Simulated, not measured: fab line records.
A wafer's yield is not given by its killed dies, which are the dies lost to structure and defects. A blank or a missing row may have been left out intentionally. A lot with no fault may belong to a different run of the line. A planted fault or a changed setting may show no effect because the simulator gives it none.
Which tool was responsible? ; flow gf180mcu ; 12 lots, 36 wafers sampled, at 2 steps of a route of 602

WHAT THE GAUGES SHOWED, per wafer
GF_M2_CD_MEAS_14: target cd 280 nm. Usual: cd nm 279.7 nm, standard deviation 1.4.
lot;measured;on;cd nm (nm);flag
L721;day 19 09:14;cd sem-01;279.9 280.6 279.4;
L722;day 19 21:28;cd sem-01;277.0 279.0 279.5;
L723;day 20 04:42;cd sem-01;281.3 281.4 281.6;
L725;day 21 04:35;cd sem-02;279.9 279.6 280.4;
L726;day 21 09:05;cd sem-01;280.4 278.8 281.3;
L728;day 22 04:41;cd sem-02;280.0 280.1 279.1;
L729;day 22 17:42;cd sem-02;281.3 280.1 280.6;
L730;day 23 11:51;cd sem-02;279.3 278.5 278.2;
L733;day 24 00:52;cd sem-02;281.5 279.6 280.7;
L735;day 24 21:37;cd sem-01;283.3 282.9 283.7;
L741;day 26 15:04;cd sem-02;277.5 276.6 276.8;
L742;day 26 22:56;cd sem-02;280.1 280.1 280.5;

GF_V2_THK_MEAS_01. Usual: V2_CVD_00_THK typically reads 602 nm, with standard deviation 4.6.
lot;measured;on;V2_CVD_00_THK (nm);flag
L721;day 19 10:15;film metro-04;595 589 595;
L722;day 19 22:20;film metro-01;601 604 608;
L723;day 20 05:34;film metro-02;609 601 600;
L725;day 21 05:29;film metro-01;604 606 604;
L726;day 21 10:06;film metro-02;608 604 603;
L728;day 22 05:33;film metro-02;605 606 602;
L729;day 22 18:34;film metro-04;599 604 604;
L730;day 23 12:46;film metro-02;602 597 601;
L733;day 24 01:44;film metro-01;601 600 611;
L735;day 24 22:56;film metro-04;600 605 607;
L741;day 26 15:55;film metro-04;605 592 596;
L742;day 26 23:49;film metro-04;599 598 599;

WHICH TOOL RAN EACH LOT (tool, then ch and the chambers of the sampled wafers, then the start)
The record shows no process step preceding these readings.

AS READ BY THE TOOLS THEMSELVES (means over the sampled wafers that have a number; for cases with no such wafer, the mark the record gives instead)
The record holds no such reading with a usual standard deviation.

THE ANSWER, worked out from the rows above alone
Rule: a lot counts as off when the mean over its wafers that have a number is more than 3 standard deviations away from the usual mean. A lot without any number at a reading at which 4 lots or more have one is off too. All remaining lots with rows at the step are treated as sound. Order of review: gauges by route order, followed by the tools' own readings, for which a lot's mean as printed above is used. At the first step where some lot is off, the reading lying furthest off is the one used; lots without a number count as furthest.
No lot is off at any reading shown: from this, nothing can be told.

WHAT THE SIMULATOR HAD PUT IN
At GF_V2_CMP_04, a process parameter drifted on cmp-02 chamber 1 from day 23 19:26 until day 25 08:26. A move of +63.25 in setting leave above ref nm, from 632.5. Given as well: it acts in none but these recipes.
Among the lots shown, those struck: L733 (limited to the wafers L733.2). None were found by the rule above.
